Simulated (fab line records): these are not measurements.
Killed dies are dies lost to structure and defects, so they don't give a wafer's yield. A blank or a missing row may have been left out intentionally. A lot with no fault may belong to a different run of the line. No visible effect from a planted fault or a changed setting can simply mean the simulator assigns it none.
fab line records + flow gf180mcu + part 2 of 2: steps 30 to 41 of 41
[record]
- lots = 5
- wafers = 15
- lastDay = 32
route steps=602 shown STI@12 DNWELL@32 NWELL@42
lots that met no fault: taken from a fault-free run of the same line
startH: hours from the record's opening day to when the first of the lot's shown wafers began + waitH: how many hours have passed since the lot's step before this one + " repeats the value in the row above + L1.1+2: one row covering several wafers at once + - no value, or no start was given + * or withheld: withheld + < > ~ a bound
route shown NAME@n: NAME is a module with steps in the file, n the number in the route of the first one + usual: the fault-free wafers' mean and standard deviation + same: alike in all rows + chamber/n: place in a boat + sites: readings site by site + _std_site: their standard deviation + _edge_site: inner sites' mean taken away from outer sites' mean + radiusMm: how far each site lies from the wafer's centre + mask NAME#n: copy n + behind: the most recent tool/chamber to have shaped the wafer + hold: the reason the lot was held/the length of the hold in hours/how it ended + device: the n, p or np transistor that did not switch + end of line: the tests these same wafers got at the end of their route + step lacking rows: just its recipe + killed: count of dies lost to structure and defects at first sort (not the wafer's yield) + map: per-die view of a wafer (x killed, . not killed, _ where there is no die)
set.NAME: the setting that was run; set.NAME@STEP: the one run at that earlier step + model.NAME: the simulator's own value behind a step, which no gauge read
certain route steps with their lots: each step a table, each wafer a row
services: when a tool's chamber went out of use (startH, in hours from the record's first day, below 0 if earlier), for how many hours, and the reason
[[steps]]
[step GF_DNWELL_TW_MEAS_09]
[usual]
- DNWELL_TW = 1350/11
| lot.wafer | tool         | chamber | startH | waitH | DNWELL_TW |
|-----------|--------------|---------|--------|-------|-----------|
| L075.1    | filmMetro-02 | -       | 47.85  | 0.1   | 1340      |
| L075.5    | "            | -       | "      | "     | 1350      |
| L075.6    | "            | -       | "      | "     | 1352      |
| L076.2    | filmMetro-03 | -       | 54.07  | 0.1   | 1357      |
| L076.4    | "            | -       | "      | "     | 1355      |
| L076.6    | "            | -       | "      | "     | 1362      |
| L080.2    | filmMetro-03 | -       | 74.37  | 0.1   | 1344      |
| L080.3    | "            | -       | "      | "     | 1342      |
| L080.6    | "            | -       | "      | "     | 1345      |
| L081.2    | filmMetro-02 | -       | 79.57  | 0.1   | 1337      |
| L081.5    | "            | -       | "      | "     | 1341      |
| L081.6    | "            | -       | "      | "     | 1334      |
| L087.4    | filmMetro-02 | -       | 113.84 | 0.1   | 1334      |
| L087.5    | "            | -       | "      | "     | 1337      |
| L087.6    | "            | -       | "      | "     | 1337      |
[step GF_NWELL_DEHYDRATE_00]
[recipe]
- tempC = 200
- timeS = 60
| lot.wafer  | tool          | chamber | startH | waitH |
|------------|---------------|---------|--------|-------|
| L075.1+5+6 | lithoTrack-03 | 0       | 53.71  | 5.9   |
| L076.2+4+6 | lithoTrack-04 | 0       | 59.83  | 5.8   |
| L080.2+3+6 | lithoTrack-04 | 0       | 79.98  | 5.6   |
| L081.2+5+6 | lithoTrack-02 | 0       | 85.53  | 6.0   |
| L087.4+5+6 | lithoTrack-04 | 0       | 120.33 | 6.5   |
[step GF_NWELL_HMDS_01]
[recipe]
- primeTimeS = 60
- primeTempC = 120
| lot.wafer  | tool          | chamber | startH | waitH |
|------------|---------------|---------|--------|-------|
| L075.1+5+6 | lithoTrack-03 | 0       | 53.86  | 0.1   |
| L076.2+4+6 | lithoTrack-04 | 0       | 59.98  | 0.1   |
| L080.2+3+6 | lithoTrack-04 | 0       | 80.13  | 0.1   |
| L081.2+5+6 | lithoTrack-02 | 0       | 85.68  | 0.1   |
| L087.4+5+6 | lithoTrack-04 | 0       | 120.48 | 0.1   |
[step GF_NWELL_COAT_02]
[recipe]
- spinRpm = 2000
- resistThkNm = 3000
| lot.wafer  | tool          | chamber | startH | waitH |
|------------|---------------|---------|--------|-------|
| L075.1+5+6 | lithoTrack-03 | 0       | 54.01  | 0.1   |
| L076.2+4+6 | lithoTrack-04 | 0       | 60.13  | 0.1   |
| L080.2+3+6 | lithoTrack-04 | 0       | 80.28  | 0.1   |
| L081.2+5+6 | lithoTrack-02 | 0       | 85.83  | 0.1   |
| L087.4+5+6 | lithoTrack-04 | 0       | 120.63 | 0.1   |
[step GF_NWELL_SOFTBAKE_03]
[recipe]
- tempC = 110
- timeS = withheld
| lot.wafer  | tool          | chamber | startH | waitH |
|------------|---------------|---------|--------|-------|
| L075.1+5+6 | lithoTrack-03 | 0       | 54.16  | 0.1   |
| L076.2+4+6 | lithoTrack-04 | 0       | 60.29  | 0.1   |
| L080.2+3+6 | lithoTrack-04 | 0       | 80.44  | 0.1   |
| L081.2+5+6 | lithoTrack-02 | 0       | 85.99  | 0.1   |
| L087.4+5+6 | lithoTrack-04 | 0       | 120.81 | 0.1   |
[step GF_NWELL_EXPOSE_04]
[recipe]
- maskId = Nwell
- targetCdNm = 860
- na = 0.6
- sourceShape = conventional
- sigmaOuter = 0.6
- doseMj = 260
[usual]
- stageVelMmS = 500.01/0.22
| lot.wafer | tool            | chamber | startH | waitH | mask    | stageVelMmS |
|-----------|-----------------|---------|--------|-------|---------|-------------|
| L075.1    | ilineStepper-02 | 0       | -      | -     | Nwell#0 | 500.05      |
| L075.5    | "               | 0       | "      | "     | Nwell#0 | 499.76      |
| L075.6    | "               | 0       | "      | "     | Nwell#0 | 500.21      |
| L076.2    | ilineStepper-02 | 0       | -      | -     | Nwell#0 | 499.91      |
| L076.4    | "               | 0       | "      | "     | Nwell#0 | 500.07      |
| L076.6    | "               | 0       | "      | "     | Nwell#0 | 499.68      |
| L080.2    | ilineStepper-02 | 0       | -      | -     | Nwell#0 | 499.86      |
| L080.3    | "               | 0       | "      | "     | Nwell#0 | 499.94      |
| L080.6    | "               | 0       | "      | "     | Nwell#0 | 500.05      |
| L081.2    | ilineStepper-02 | 0       | -      | -     | Nwell#0 | 499.59      |
| L081.5    | "               | 0       | "      | "     | Nwell#0 | 499.82      |
| L081.6    | "               | 0       | "      | "     | Nwell#0 | 499.82      |
| L087.4    | ilineStepper-01 | 0       | -      | -     | Nwell#0 | 499.93      |
| L087.5    | "               | 0       | "      | "     | Nwell#0 | 500.31      |
| L087.6    | "               | 0       | "      | "     | Nwell#0 | 500.11      |
[step GF_NWELL_PEB_05]
[recipe]
- tempC = 115
- timeS = withheld
| lot.wafer  | tool          | chamber | startH | waitH |
|------------|---------------|---------|--------|-------|
| L075.1+5+6 | lithoTrack-02 | 0       | -      | -     |
| L076.2+4+6 | lithoTrack-02 | 0       | -      | -     |
| L080.2+3+6 | lithoTrack-04 | 0       | -      | -     |
| L081.2+5+6 | lithoTrack-02 | 0       | -      | -     |
| L087.4+5+6 | lithoTrack-04 | 0       | -      | -     |
[step GF_NWELL_DEVELOP_06]
[recipe]
- wallAngleDeg = 90
- developTimeS = 60
- devTempC = 23
| lot.wafer  | tool          | chamber | startH | waitH |
|------------|---------------|---------|--------|-------|
| L075.1+5+6 | lithoTrack-02 | 0       | -      | -     |
| L076.2+4+6 | lithoTrack-02 | 0       | -      | -     |
| L080.2+3+6 | lithoTrack-04 | 0       | -      | -     |
| L081.2+5+6 | lithoTrack-02 | 0       | -      | -     |
| L087.4+5+6 | lithoTrack-04 | 0       | -      | -     |
[step GF_NWELL_OVL_MEAS_07]
[usual]
- NWELL_OVL = -0.1/1.3
| lot.wafer | tool       | chamber | startH | waitH | NWELL_OVL[nm] |
|-----------|------------|---------|--------|-------|---------------|
| L075.1    | overlay-02 | -       | 60.56  | -     | 0.6           |
| L075.5    | "          | -       | "      | "     | 0.4           |
| L075.6    | "          | -       | "      | "     | 1.0           |
| L076.2    | overlay-02 | -       | 66.56  | -     | 1.1           |
| L076.4    | "          | -       | "      | "     | -0.3          |
| L076.6    | "          | -       | "      | "     | 0.9           |
| L080.2    | overlay-02 | -       | 87.76  | -     | 1.2           |
| L080.3    | "          | -       | "      | "     | 0.7           |
| L080.6    | "          | -       | "      | "     | 2.1           |
| L081.2    | overlay-02 | -       | 92.71  | -     | -1.4          |
| L081.5    | "          | -       | "      | "     | -1.5          |
| L081.6    | "          | -       | "      | "     | 0.4           |
| L087.4    | overlay-02 | -       | 127.87 | -     | 0.3           |
| L087.5    | "          | -       | "      | "     | 1.4           |
| L087.6    | "          | -       | "      | "     | 1.9           |
[step GF_NWELL_IMPLANT_08]
[recipe]
- species = P
- energyKev = 450
- doseCm2 = 1.5e+13
- tiltDeg = 0
[usual]
- doseIonsCm2 = 1.4999e+13/1.7e+10
- tiltDeg = 0.002/0.019
| lot.wafer | tool         | chamber | startH | waitH | doseIonsCm2 | tiltDeg |
|-----------|--------------|---------|--------|-------|-------------|---------|
| L075.1    | implanter-01 | 0       | 60.59  | 0.0   | 1.5007e+13  | 0.001   |
| L075.5    | "            | 0       | "      | "     | 1.4999e+13  | -0.027  |
| L075.6    | "            | 0       | "      | "     | 1.4986e+13  | 0.020   |
| L076.2    | implanter-04 | 0       | 66.62  | 0.0   | 1.5016e+13  | -0.005  |
| L076.4    | "            | 0       | "      | "     | 1.5022e+13  | 0.030   |
| L076.6    | "            | 0       | "      | "     | 1.5003e+13  | -0.008  |
| L080.2    | implanter-01 | 0       | 87.82  | 0.0   | 1.4993e+13  | -0.002  |
| L080.3    | "            | 0       | "      | "     | 1.4988e+13  | 0.003   |
| L080.6    | "            | 0       | "      | "     | 1.4965e+13  | 0.020   |
| L081.2    | implanter-04 | 0       | 92.77  | 0.0   | 1.5e+13     | -0.014  |
| L081.5    | "            | 0       | "      | "     | 1.5008e+13  | 0.014   |
| L081.6    | "            | 0       | "      | "     | 1.4999e+13  | 0.024   |
| L087.4    | implanter-04 | 0       | 127.97 | 0.1   | 1.5024e+13  | -0.015  |
| L087.5    | "            | 0       | "      | "     | 1.4994e+13  | -0.020  |
| L087.6    | "            | 0       | "      | "     | 1.4993e+13  | -0.004  |
[step GF_NWELL_IMPLANT_09]
[recipe]
- species = P
- energyKev = 160
- doseCm2 = 4e+12
- tiltDeg = 0
[usual]
- doseIonsCm2 = 4e+12/5.2e+09
- tiltDeg = -0.001/0.019
| lot.wafer | tool         | chamber | startH | waitH | doseIonsCm2 | tiltDeg |
|-----------|--------------|---------|--------|-------|-------------|---------|
| L075.1    | implanter-01 | 0       | 60.74  | 0.1   | 3.997e+12   | -0.038  |
| L075.5    | "            | 0       | "      | "     | 3.998e+12   | -0.024  |
| L075.6    | "            | 0       | "      | "     | 3.993e+12   | 0.016   |
| L076.2    | implanter-04 | 0       | 66.77  | 0.1   | 4.003e+12   | -0.009  |
| L076.4    | "            | 0       | "      | "     | 4.005e+12   | 0.000   |
| L076.6    | "            | 0       | "      | "     | 4.009e+12   | -0.045  |
| L080.2    | implanter-01 | 0       | 87.97  | 0.1   | 3.997e+12   | 0.010   |
| L080.3    | "            | 0       | "      | "     | 4.005e+12   | -0.006  |
| L080.6    | "            | 0       | "      | "     | 4.002e+12   | -0.012  |
| L081.2    | implanter-04 | 0       | 92.92  | 0.1   | 3.997e+12   | 0.002   |
| L081.5    | "            | 0       | "      | "     | 3.99e+12    | 0.000   |
| L081.6    | "            | 0       | "      | "     | 3.995e+12   | 0.014   |
| L087.4    | implanter-04 | 0       | 128.12 | 0.1   | 3.998e+12   | -0.003  |
| L087.5    | "            | 0       | "      | "     | 4.001e+12   | 0.018   |
| L087.6    | "            | 0       | "      | "     | 4.006e+12   | -0.027  |
[step GF_NWELL_STRIP_10]
[recipe]
- chemistry = O2/N2
- powerW = 1400
- pressureMtorr = 1500
- platenTempC = 250
- o2FlowSccm = 3000
- n2FlowSccm = 300
- overashFraction = 0.5
[usual]
- drypumpMotorCurrentA = 5.4/0.41
- heaterPowerW = 347/23
- oesProductAu = 0.723/0.0042
- stripTimeToEndpointS = 36.96/0.09
| lot.wafer | tool           | chamber | startH | waitH | drypumpMotorCurrentA | heaterPowerW | oesProductAu | rfHoursCounterH | stripTimeToEndpointS |
|-----------|----------------|---------|--------|-------|----------------------|--------------|--------------|-----------------|----------------------|
| L075.1    | plasmaAsher-04 | 0       | 60.89  | 0.1   | 5.8                  | 360          | 0.725        | 39              | 36.91                |
| L075.5    | "              | 1       | "      | "     | 4.7                  | 319          | 0.730        | -               | 36.93                |
| L075.6    | "              | 0       | "      | "     | 5.7                  | 364          | 0.722        | -               | 36.88                |
| L076.2    | plasmaAsher-03 | 1       | 66.89  | 0.1   | 5.1                  | 368          | 0.718        | 39              | 36.98                |
| L076.4    | "              | 1       | "      | "     | 5.1                  | 383          | 0.719        | -               | 36.95                |
| L076.6    | "              | 0       | "      | "     | 5.7                  | 333          | 0.724        | -               | 36.94                |
| L080.2    | plasmaAsher-04 | 1       | 88.09  | 0.1   | 4.7                  | 334          | 0.724        | 42              | 37.02                |
| L080.3    | "              | 1       | "      | "     | 4.7                  | 334          | 0.721        | -               | 37.06                |
| L080.6    | "              | 1       | "      | "     | 4.7                  | 330          | 0.730        | -               | 36.92                |
| L081.2    | plasmaAsher-03 | 1       | 93.04  | 0.1   | 5.1                  | 366          | 0.728        | 42              | 36.94                |
| L081.5    | "              | 1       | "      | "     | 5.1                  | 370          | 0.715        | -               | 37.06                |
| L081.6    | "              | 0       | "      | "     | 5.7                  | 314          | 0.721        | -               | 36.98                |
| L087.4    | plasmaAsher-03 | 1       | 128.23 | 0.1   | 5.2                  | 373          | 0.726        | -               | 36.94                |
| L087.5    | "              | 1       | "      | "     | 5.1                  | 376          | 0.724        | -               | 36.93                |
| L087.6    | "              | 0       | "      | "     | 5.7                  | 330          | 0.731        | -               | 36.86                |
[[services]]
| tool            | chamber | startH | hours | kind   |
|-----------------|---------|--------|-------|--------|
| rieDiel-03      | 2       | 7.52   | 6.4   | repair |
| rieSi-02        | 2       | 8.89   | 3.6   | repair |
| rieSi-02        | 2       | 17.20  | 3.7   | repair |
| plasmaAsher-02  | -       | 26.51  | 1.4   | repair |
| implanter-04    | -       | 29.47  | 3.0   | pm     |
| implanter-04    | -       | 33.65  | 5.9   | pm     |
| rieDiel-03      | 2       | 37.78  | 7.7   | repair |
| cmp-02          | -       | 38.73  | 0.3   | repair |
| rieDiel-03      | 0       | 41.64  | 1.6   | repair |
| cmp-02          | -       | 50.45  | 6.6   | pm     |
| ilineStepper-01 | -       | 50.51  | 8.7   | repair |
| hdpcvd-01       | 1       | 52.47  | 3.7   | repair |
| implanter-04    | -       | 55.89  | 8.8   | repair |
| plasmaAsher-03  | -       | 59.33  | 1.1   | repair |
| rieSi-02        | 0       | 61.28  | 1.4   | repair |
| cmp-02          | -       | 70.04  | 4.0   | pm     |
| cmp-02          | -       | 73.05  | 9.6   | repair |
| furnace-01      | -       | 75.86  | 2.9   | pm     |
| rieDiel-03      | 2       | 84.70  | 5.1   | repair |
| plasmaAsher-02  | -       | 88.49  | 3.8   | repair |
| furnace-01      | -       | 94.72  | 2.9   | pm     |
| plasmaAsher-02  | -       | 108.75 | 9.0   | pm     |
| ilineStepper-02 | -       | 113.22 | 12.0  | repair |
| ilineStepper-02 | -       | 125.25 | 1.7   | pm     |
